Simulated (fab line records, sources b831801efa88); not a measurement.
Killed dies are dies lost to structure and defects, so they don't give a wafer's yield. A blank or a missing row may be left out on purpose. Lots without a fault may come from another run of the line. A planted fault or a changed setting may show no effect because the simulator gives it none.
fab line records | flow sky130 | part 1 of 2: steps 1 to 23 of 32
record lots=5 wafers=15 last_day=50
route steps=708 shown VIA4@652 METAL5@661 PASSIVATION@681
lots that met no fault: from a run of the same line without faults
start_h: hours from the record's first day to the start of the lot's first wafer shown | wait_h: hours since the lot's step before | " the same as in the row above | L1.1+2: a row that stands for several wafers | - no value, or no start given | * or withheld: withheld | < > ~ a bound
route shown NAME@n: a module of which the file shows steps, and the number in the route of the first | usual: mean/standard deviation of fault-free wafers | same: alike in all rows | chamber/n: place in a boat | sites: the reading at each site | _std_site: their standard deviation | _edge_site: outer sites' mean less inner sites' | radius_mm: how far each site lies from the wafer's centre | mask NAME#n: copy n | behind: the tool/chamber that last shaped the wafer | hold: why the lot was held/for how many hours/how that ended | device: the transistor (n, p or np) that didn't switch | end of line: the same wafers' tests at the end of the route | a step without rows: its recipe alone | killed: dies lost to structure and defects at the first sort, not the wafer's yield | map: a wafer's dies, x killed, . not, _ none there
set.NAME: the setting as run; set.NAME@STEP: as run at that earlier step | model.NAME: the simulator's own value behind a step, which no gauge read
lots at some steps of the route; a table a step, a row a wafer
services: from which hour (start_h, from the record's first day; less than 0 if before it) a tool's chamber was out of use, for how many hours, and why
## steps
# step SKY_VIA4_STRIP_13
# recipe chemistry=O2/N2 power_w=1400 pressure_mtorr=1500 platen_temp_c=withheld o2_flow_sccm=3000 n2_flow_sccm=300 overash_fraction=0.5
# usual drypump_motor_current_A=5.4/0.53 oes_product_au=0.710/0.0046 strip_time_to_endpoint_s=12.69/0.043
# columns lot.wafer tool chamber start_h wait_h drypump_motor_current_A oes_product_au rf_hours_counter_h strip_time_to_endpoint_s
L075.2 plasma_asher-04 1 1003.56 - 5.4 0.706 110 12.62
L075.3 " 0 " " 6.4 0.713 - 12.61
L075.6 " 1 " " 5.4 0.712 - 12.67
L080.1 plasma_asher-01 1 1049.12 - 5.5 0.716 59 12.72
L080.2 " 0 " " 4.9 0.709 59 12.75
L080.4 " 1 " " 5.5 0.716 - 12.70
L087.2 plasma_asher-03 0 1086.97 - 5.8 0.706 98 12.70
L087.3 " 1 " " 4.6 0.711 - 12.68
L087.6 " 0 " " 5.7 0.705 - 12.64
L091.3 plasma_asher-01 0 1106.86 - 4.9 0.714 - 12.68
L091.5 " 1 " " 5.5 0.706 - 12.74
L091.6 " 0 " " 5.0 0.703 - 12.72
L096.1 plasma_asher-04 0 1136.86 - 6.3 0.711 7 12.68
L096.5 " 1 " " 5.5 0.720 - 12.69
L096.6 " 0 " " 6.3 0.706 - 12.69
# step SKY_VIA4_STRIP_14
# recipe chemistry=post_etch_residue_remover time_s=1200 temp_c=72.5
# usual bath_heat_duty_pct=15.3/1.4 temp_c=72.53/0.12
# same time_s=1200
# columns lot.wafer tool chamber start_h wait_h bath_heat_duty_pct temp_c
L075.2 wet_bench-03 0 1003.66 0.1 13.8 72.56
L075.3 " 0 " " 13.1 72.56
L075.6 " 0 " " 13.4 72.77
L080.1 wet_bench-01 3 1049.22 0.1 17.1 72.45
L080.2 " 3 " " 16.8 72.52
L080.4 " 3 " " 18.0 72.49
L087.2 wet_bench-04 0 1087.07 0.1 16.1 72.62
L087.3 " 0 " " 14.8 72.49
L087.6 " 0 " " 15.7 72.67
L091.3 wet_bench-03 3 1106.92 0.0 13.4 72.37
L091.5 " 3 " " 13.4 72.38
L091.6 " 3 " " 14.3 72.46
L096.1 wet_bench-04 2 1136.96 0.1 15.5 72.50
L096.5 " 2 " " 15.6 72.66
L096.6 " 2 " " 15.7 72.48
# step SKY_VIA4_CLEAN_15
# recipe chemistry=IPA time_s=180 temp_c=25
# usual bath_heat_duty_pct=6.6/0.82 temp_c=25.00/0.11
# same time_s=180
# columns lot.wafer tool chamber start_h wait_h bath_heat_duty_pct temp_c
L075.2 wet_bench-04 1 1004.03 0.0 7.0 24.88
L075.3 " 1 " " 7.9 24.87
L075.6 " 1 " " 6.8 24.91
L080.1 wet_bench-04 1 1049.56 0.0 6.7 24.93
L080.2 " 1 " " 7.9 25.19
L080.4 " 1 " " 8.0 25.11
L087.2 wet_bench-01 0 1087.41 0.0 5.2 25.06
L087.3 " 0 " " 5.6 25.09
L087.6 " 0 " " 5.6 24.98
L091.3 wet_bench-04 3 1107.27 0.0 7.5 25.18
L091.5 " 3 " " 8.2 25.18
L091.6 " 3 " " 6.4 25.12
L096.1 wet_bench-03 1 1137.30 0.0 6.0 25.15
L096.5 " 1 " " 6.2 24.94
L096.6 " 1 " " 6.6 24.96
# step SKY_VIA4_CLEAN_16
# recipe chemistry=O3/DIW dry=n2_spin
# columns lot.wafer tool chamber start_h wait_h
L075.2+3+6 wet_bench-01 3 1004.09 0.0
L080.1+2+4 wet_bench-01 3 1049.63 0.0
L087.2+3+6 wet_bench-03 0 1087.48 0.0
L091.3+5+6 wet_bench-01 3 1107.32 0.0
L096.1+5+6 wet_bench-03 2 1137.42 0.0
# step SKY_VIA4_SPUTTER_17
# recipe material=TiN target_thk_nm=20 chamber_pressure_pa=5 power_w=4000 time_s=80
# usual throttle_valve_pct=29.8/1
# same time_s=80
# columns lot.wafer tool chamber start_h wait_h throttle_valve_pct
L075.2 pvd_sputter-03 - 1004.19 0.0 28.6
L075.3 " - " " 30.0
L075.6 " - " " 29.3
L080.1 pvd_sputter-02 - 1049.72 0.0 28.9
L080.2 " - " " 30.1
L080.4 " - " " 28.9
L087.2 pvd_sputter-02 - 1087.57 0.0 30.4
L087.3 " - " " 28.6
L087.6 " - " " 30.8
L091.3 pvd_sputter-02 - 1107.42 0.0 29.7
L091.5 " - " " 29.6
L091.6 " - " " 30.3
L096.1 pvd_sputter-03 - 1137.60 0.0 29.7
L096.5 " - " " 29.8
L096.6 " - " " 30.0
# step SKY_VIA4_CVD_18
# recipe material=W target_thk_nm=505 time_s=152.14 temp_c=400 pressure_torr=40
# usual heater_power_w=761/22
# same time_s=152.14
# columns lot.wafer tool chamber start_h wait_h heater_power_w
L075.2 cvd_w-01 0 1004.25 0.0 778
L075.3 " 0 " " 770
L075.6 " 0 " " 783
L080.1 cvd_w-01 1 1049.78 0.0 746
L080.2 " 0 " " 782
L080.4 " 0 " " 771
L087.2 cvd_w-01 0 1087.63 0.0 764
L087.3 " 0 " " 759
L087.6 " 1 " " 757
L091.3 cvd_w-01 0 1107.53 0.1 789
L091.5 " 0 " " 770
L091.6 " 1 " " 751
L096.1 cvd_w-01 0 1137.66 0.0 742
L096.5 " 0 " " 782
L096.6 " 1 " " 748
# step SKY_VIA4_RS_MEAS_19
# recipe thk_meas_gauge=four-point-probe reads=W_of_VIA4_CVD_18+TiN_of_VIA4_SPUTTER_17
# usual VIA4_W_RS=0.2270/0.0021
# columns lot.wafer tool chamber start_h wait_h VIA4_W_RS[ohm/sq]
L075.2 film_metro-02 - 1004.42 0.1 0.2214
L075.3 " - " " 0.2240
L075.6 " - " " 0.2243
L080.1 film_metro-03 - 1049.93 0.1 0.2257
L080.2 " - " " 0.2249
L080.4 " - " " 0.2275
L087.2 film_metro-03 - 1087.80 0.1 0.2255
L087.3 " - " " 0.2239
L087.6 " - " " 0.2259
L091.3 film_metro-03 - 1107.67 0.1 0.2304
L091.5 " - " " 0.2309
L091.6 " - " " 0.2287
L096.1 film_metro-02 - 1137.81 0.1 0.2273
L096.5 " - " " 0.2293
L096.6 " - " " 0.2277
# step SKY_VIA4_THK_MEAS_20
# recipe thk_meas_gauge=xrf reads=W_of_VIA4_CVD_18
# usual VIA4_W_THK=511/6.4
# columns lot.wafer tool chamber start_h wait_h VIA4_W_THK[nm]
L075.2 film_metro-02 - 1004.53 0.1 530
L075.3 " - " " 528
L075.6 " - " " 524
L080.1 film_metro-03 - 1050.05 0.1 512
L080.2 " - " " 516
L080.4 " - " " 507
L087.2 film_metro-03 - 1087.91 0.1 513
L087.3 " - " " 516
L087.6 " - " " 513
L091.3 film_metro-03 - 1107.77 0.1 500
L091.5 " - " " 499
L091.6 " - " " 499
L096.1 film_metro-02 - 1137.93 0.1 518
L096.5 " - " " 515
L096.6 " - " " 518
# step SKY_VIA4_CMP_21
# recipe stop_on=SiO2 t_overpolish_s=25 down_force_psi=3.5 platen_rpm=60 target_thk_nm=0 pad_velocity_m_s=0.94248
# usual edge_zone_pressure_frac=1.001/0.0047 motor_current_A=10.5/0.92 overpolish_run_s=25.000/0.0085 retaining_ring_pressure_frac=0.999/0.0048 slurry_flow_ml_min=149.9/0.45 time_to_endpoint_s=122/3.6
# columns lot.wafer tool chamber start_h wait_h edge_zone_pressure_frac motor_current_A overpolish_run_s retaining_ring_pressure_frac slurry_flow_ml_min time_to_endpoint_s
L075.3 cmp-02 0 1004.63 0.1 0.999 10.6 25.011 1.003 150.4 127
L075.2 " 2 " " 1.004 9.2 24.997 0.990 150.5 126
L075.6 " 0 " " 1.002 10.6 25.002 0.995 150.5 127
L080.2 cmp-02 0 1050.11 0.0 0.998 10.7 25.008 1.000 149.3 123
L080.4 " 1 " " 0.996 10.5 25.002 0.997 150.4 123
L080.1 " 2 " " 1.005 9.5 24.993 0.997 149.4 128
L087.3 cmp-01 1 1087.96 0.0 1.002 9.4 25.027 1.001 149.8 127
L087.2 " 2 " " 0.999 9.8 25.017 1.008 149.4 117
L087.6 " 1 " " 0.999 9.1 25.003 1.007 149.9 130
L091.3 cmp-01 2 1107.96 0.2 0.997 10.2 25.002 1.000 149.9 119
L091.6 " 3 " " 1.001 11.3 24.990 0.996 149.9 124
L091.5 " 0 " " 0.998 11.8 24.994 0.996 150.1 122
L096.1 cmp-01 3 1138.09 0.1 0.989 12.0 24.992 0.997 150.1 123
L096.5 " 1 " " 1.001 8.9 24.997 0.995 149.7 125
L096.6 " 2 " " 1.002 10.4 24.995 1.000 150.1 120
# step SKY_METAL5_SPUTTER_00
# recipe material=Ti target_thk_nm=15 power_w=3000 time_s=10 chamber_pressure_pa=0.4
# usual throttle_valve_pct=29.9/0.95
# same time_s=10
# columns lot.wafer tool chamber start_h wait_h throttle_valve_pct
L075.2 pvd_sputter-01 - 1004.88 0.1 29.4
L075.3 " - " " 29.7
L075.6 " - " " 29.3
L080.1 pvd_sputter-01 - 1050.41 0.1 32.2
L080.2 " - " " 29.1
L080.4 " - " " 28.8
L087.2 pvd_sputter-04 - 1088.26 0.2 30.7
L087.3 " - " " 30.2
L087.6 " - " " 30.0
L091.3 pvd_sputter-02 - 1108.11 0.1 29.8
L091.5 " - " " 30.8
L091.6 " - " " 28.9
L096.1 pvd_sputter-04 - 1138.29 0.1 29.9
L096.5 " - " " 30.4
L096.6 " - " " 29.1
# step SKY_METAL5_SPUTTER_01
# recipe material=TiN target_thk_nm=20 power_w=6500 time_s=16.17 chamber_pressure_pa=0.4
# usual throttle_valve_pct=29.9/0.98
# same time_s=16.17
# columns lot.wafer tool chamber start_h wait_h throttle_valve_pct
L075.2 pvd_sputter-01 - 1004.90 0.0 29.2
L075.3 " - " " 29.5
L075.6 " - " " 29.3
L080.1 pvd_sputter-01 - 1050.43 0.0 32.2
L080.2 " - " " 29.5
L080.4 " - " " 28.3
L087.2 pvd_sputter-04 - 1088.29 0.0 30.5
L087.3 " - " " 30.0
L087.6 " - " " 30.1
L091.3 pvd_sputter-02 - 1108.13 0.0 29.8
L091.5 " - " " 31.0
L091.6 " - " " 28.7
L096.1 pvd_sputter-04 - 1138.31 0.0 29.8
L096.5 " - " " 30.6
L096.6 " - " " 29.4
# step SKY_METAL5_SPUTTER_02
# recipe material=AlCu target_thk_nm=1150 power_w=10600 time_s=61.2 chamber_pressure_pa=0.4
# usual throttle_valve_pct=29.9/0.96
# same time_s=61.2
# columns lot.wafer tool chamber start_h wait_h throttle_valve_pct
L075.2 pvd_sputter-01 - 1004.93 0.0 29.4
L075.3 " - " " 29.7
L075.6 " - " " 29.5
L080.1 pvd_sputter-01 - 1050.46 0.0 32.3
L080.2 " - " " 29.6
L080.4 " - " " 28.7
L087.2 pvd_sputter-04 - 1088.31 0.0 30.6
L087.3 " - " " 29.8
L087.6 " - " " 30.1
L091.3 pvd_sputter-02 - 1108.16 0.0 29.8
L091.5 " - " " 30.9
L091.6 " - " " 29.0
L096.1 pvd_sputter-04 - 1138.34 0.0 29.8
L096.5 " - " " 30.6
L096.6 " - " " 29.0
# step SKY_METAL5_SPUTTER_03
# recipe material=Ti target_thk_nm=5 power_w=3000 time_s=3.3 chamber_pressure_pa=0.4
# usual throttle_valve_pct=29.9/0.96
# same time_s=3.3
# columns lot.wafer tool chamber start_h wait_h throttle_valve_pct
L075.2 pvd_sputter-01 - 1004.98 0.0 29.2
L075.3 " - " " 29.6
L075.6 " - " " 29.4
L080.1 pvd_sputter-01 - 1050.51 0.0 32.2
L080.2 " - " " 29.3
L080.4 " - " " 28.2
L087.2 pvd_sputter-04 - 1088.36 0.0 30.4
L087.3 " - " " 30.0
L087.6 " - " " 30.1
L091.3 pvd_sputter-02 - 1108.21 0.0 30.0
L091.5 " - " " 31.1
L091.6 " - " " 29.3
L096.1 pvd_sputter-04 - 1138.39 0.0 30.0
L096.5 " - " " 30.5
L096.6 " - " " 29.2
# step SKY_METAL5_SPUTTER_04
# recipe material=TiN target_thk_nm=70 power_w=6500 time_s=58.3 chamber_pressure_pa=0.4
# usual throttle_valve_pct=29.9/0.96
# same time_s=58.3
# columns lot.wafer tool chamber start_h wait_h throttle_valve_pct
L075.2 pvd_sputter-01 - 1005.00 0.0 29.3
L075.3 " - " " 30.0
L075.6 " - " " 29.4
L080.1 pvd_sputter-01 - 1050.53 0.0 31.8
L080.2 " - " " 29.2
L080.4 " - " " 28.6
L087.2 pvd_sputter-04 - 1088.38 0.0 30.4
L087.3 " - " " 30.1
L087.6 " - " " 29.9
L091.3 pvd_sputter-02 - 1108.23 0.0 29.7
L091.5 " - " " 30.9
L091.6 " - " " 28.7
L096.1 pvd_sputter-04 - 1138.41 0.0 29.7
L096.5 " - " " 30.6
L096.6 " - " " 28.9
# step SKY_METAL5_RS_MEAS_05
# recipe thk_meas_gauge=four-point-probe reads=TiN_of_METAL5_SPUTTER_04+Ti_of_METAL5_SPUTTER_03+AlCu_of_METAL5_SPUTTER_02+TiN_of_METAL5_SPUTTER_01+Ti_of_METAL5_SPUTTER_00
# usual METAL5_ALCU_RS=0.02723/0.00025
# columns lot.wafer tool chamber start_h wait_h METAL5_ALCU_RS[ohm/sq]
L075.2 film_metro-02 - 1005.07 0.0 0.02695
L075.3 " - " " 0.02697
L075.6 " - " " 0.02706
L080.1 film_metro-03 - 1050.58 0.0 0.02674
L080.2 " - " " 0.02694
L080.4 " - " " 0.0272
L087.2 film_metro-01 - 1088.45 0.0 0.02705
L087.3 " - " " 0.02724
L087.6 " - " " 0.02751
L091.3 film_metro-02 - 1108.31 0.1 0.02732
L091.5 " - " " 0.02735
L091.6 " - " " 0.02726
L096.1 film_metro-02 - 1138.46 0.0 0.02741
L096.5 " - " " 0.02735
L096.6 " - " " 0.02753
# step SKY_METAL5_THK_MEAS_06
# recipe thk_meas_gauge=xrf reads=AlCu_of_METAL5_SPUTTER_02
# usual METAL5_ALCU_THK=1148/12
# columns lot.wafer tool chamber start_h wait_h METAL5_ALCU_THK[nm]
L075.2 film_metro-02 - 1005.18 0.1 1153
L075.3 " - " " 1152
L075.6 " - " " 1147
L080.1 film_metro-03 - 1050.70 0.1 1167
L080.2 " - " " 1158
L080.4 " - " " 1144
L087.2 film_metro-01 - 1088.56 0.1 1161
L087.3 " - " " 1149
L087.6 " - " " 1148
L091.3 film_metro-02 - 1108.41 0.1 1135
L091.5 " - " " 1136
L091.6 " - " " 1137
L096.1 film_metro-02 - 1138.58 0.1 1139
L096.5 " - " " 1146
L096.6 " - " " 1140
# step SKY_METAL5_DEHYDRATE_07
# recipe temp_c=200 time_s=60
# usual exhaust_pa=45.0/1.1
# same time_s=60
# columns lot.wafer tool chamber start_h wait_h exhaust_pa
L075.2 litho_track-02 0 1015.97 10.8 44.9
L075.3 " 0 " " 45.8
L075.6 " 0 " " 43.5
L080.1 litho_track-03 0 1060.46 9.8 45.6
L080.2 " 0 " " 44.2
L080.4 " 0 " " 44.8
L087.2 litho_track-02 0 1097.87 9.3 45.0
L087.3 " 0 " " 45.7
L087.6 " 0 " " 44.8
L091.3 litho_track-02 0 1118.05 9.6 43.1
L091.5 " 0 " " 44.0
L091.6 " 0 " " 44.4
L096.1 litho_track-01 0 1147.11 8.5 44.5
L096.5 " 0 " " 45.0
L096.6 " 0 " " 44.6
# step SKY_METAL5_HMDS_08
# recipe prime_time_s=60 prime_temp_c=120
# usual exhaust_pa=45.0/0.78
# same prime_time_s=60
# columns lot.wafer tool chamber start_h wait_h exhaust_pa
L075.2 litho_track-02 0 1016.12 0.1 45.2
L075.3 " 0 " " 45.2
L075.6 " 0 " " 44.2
L080.1 litho_track-03 0 1060.61 0.1 44.2
L080.2 " 0 " " 45.5
L080.4 " 0 " " 45.5
L087.2 litho_track-02 0 1098.02 0.1 45.1
L087.3 " 0 " " 45.5
L087.6 " 0 " " 45.0
L091.3 litho_track-02 0 1118.20 0.1 45.3
L091.5 " 0 " " 43.5
L091.6 " 0 " " 44.1
L096.1 litho_track-01 0 1147.26 0.1 45.8
L096.5 " 0 " " 44.2
L096.6 " 0 " " 46.2
# step SKY_METAL5_COAT_09
# recipe resist=NOVOLAK spin_rpm=3000 resist_thk_nm=1800
# usual exhaust_pa=45.0/0.82
# columns lot.wafer tool chamber start_h wait_h exhaust_pa
L075.2 litho_track-02 0 1016.27 0.1 45.8
L075.3 " 0 " " 45.8
L075.6 " 0 " " 46.0
L080.1 litho_track-03 0 1060.76 0.1 43.7
L080.2 " 0 " " 43.6
L080.4 " 0 " " 45.3
L087.2 litho_track-02 0 1098.17 0.1 45.2
L087.3 " 0 " " 44.3
L087.6 " 0 " " 45.2
L091.3 litho_track-02 0 1118.35 0.1 44.7
L091.5 " 0 " " 45.7
L091.6 " 0 " " 44.6
L096.1 litho_track-01 0 1147.41 0.1 46.0
L096.5 " 0 " " 44.9
L096.6 " 0 " " 46.0
# step SKY_METAL5_SOFTBAKE_10
# recipe temp_c=90 time_s=60 resist=NOVOLAK
# usual exhaust_pa=45.1/0.71
# same time_s=60
# columns lot.wafer tool chamber start_h wait_h exhaust_pa
L075.2 litho_track-02 0 1016.42 0.1 46.0
L075.3 " 0 " " 43.7
L075.6 " 0 " " 46.1
L080.1 litho_track-03 0 1060.91 0.1 45.4
L080.2 " 0 " " 45.6
L080.4 " 0 " " 44.8
L087.2 litho_track-02 0 1098.32 0.1 46.4
L087.3 " 0 " " 44.8
L087.6 " 0 " " 44.5
L091.3 litho_track-02 0 1118.50 0.1 45.8
L091.5 " 0 " " 45.2
L091.6 " 0 " " 44.6
L096.1 litho_track-01 0 1147.56 0.1 45.3
L096.5 " 0 " " 44.2
L096.6 " 0 " " 44.3
# step SKY_METAL5_EXPOSE_11
# recipe mask_id=MM5 na=0.6 source_shape=conventional sigma_outer=0.6 polarization=unpolarized target_cd_nm=1600 dose_mj=190
# same sigma_outer=0.6
# columns lot.wafer tool chamber start_h wait_h mask
L075.2+3+6 iline_stepper-01 0 - - MM5#0
L080.1+2+4 iline_stepper-01 0 - - MM5#0
L087.2+3+6 iline_stepper-02 0 - - MM5#0
L091.3+5+6 iline_stepper-01 0 - - MM5#0
L096.1+5+6 iline_stepper-02 0 - - MM5#0
# step SKY_METAL5_PEB_12
# recipe temp_c=withheld time_s=* resist=NOVOLAK
# usual exhaust_pa=45.2/0.95
# same time_s=*
# columns lot.wafer tool chamber start_h wait_h exhaust_pa
L075.2 litho_track-01 0 - - 45.5
L075.3 " 0 " " 44.9
L075.6 " 0 " " 44.2
L080.1 litho_track-03 0 - - 47.2
L080.2 " 0 " " 45.3
L080.4 " 0 " " 44.4
L087.2 litho_track-02 0 - - 46.2
L087.3 " 0 " " 45.8
L087.6 " 0 " " 46.6
L091.3 litho_track-03 0 - - 45.8
L091.5 " 0 " " 45.3
L091.6 " 0 " " 43.9
L096.1 litho_track-03 0 - - 43.9
L096.5 " 0 " " 45.7
L096.6 " 0 " " 45.1
# step SKY_METAL5_DEVELOP_13
# recipe resist=NOVOLAK developer=TMAH develop_time_s=60 dev_temp_c=23
# usual exhaust_pa=44.8/0.85
# columns lot.wafer tool chamber start_h wait_h exhaust_pa
L075.2 litho_track-01 0 1028.09 0.1 45.6
L075.3 " 0 " " 44.2
L075.6 " 0 " " 44.5
L080.1 litho_track-03 0 1071.71 0.1 43.5
L080.2 " 0 " " 43.1
L080.4 " 0 " " 42.5
L087.2 litho_track-02 0 1108.02 0.1 44.6
L087.3 " 0 " " 44.3
L087.6 " 0 " " 45.8
L091.3 litho_track-03 0 1127.51 0.1 43.8
L091.5 " 0 " " 44.3
L091.6 " 0 " " 44.8
L096.1 litho_track-03 0 1156.42 0.1 44.0
L096.5 " 0 " " 44.4
L096.6 " 0 " " 45.9
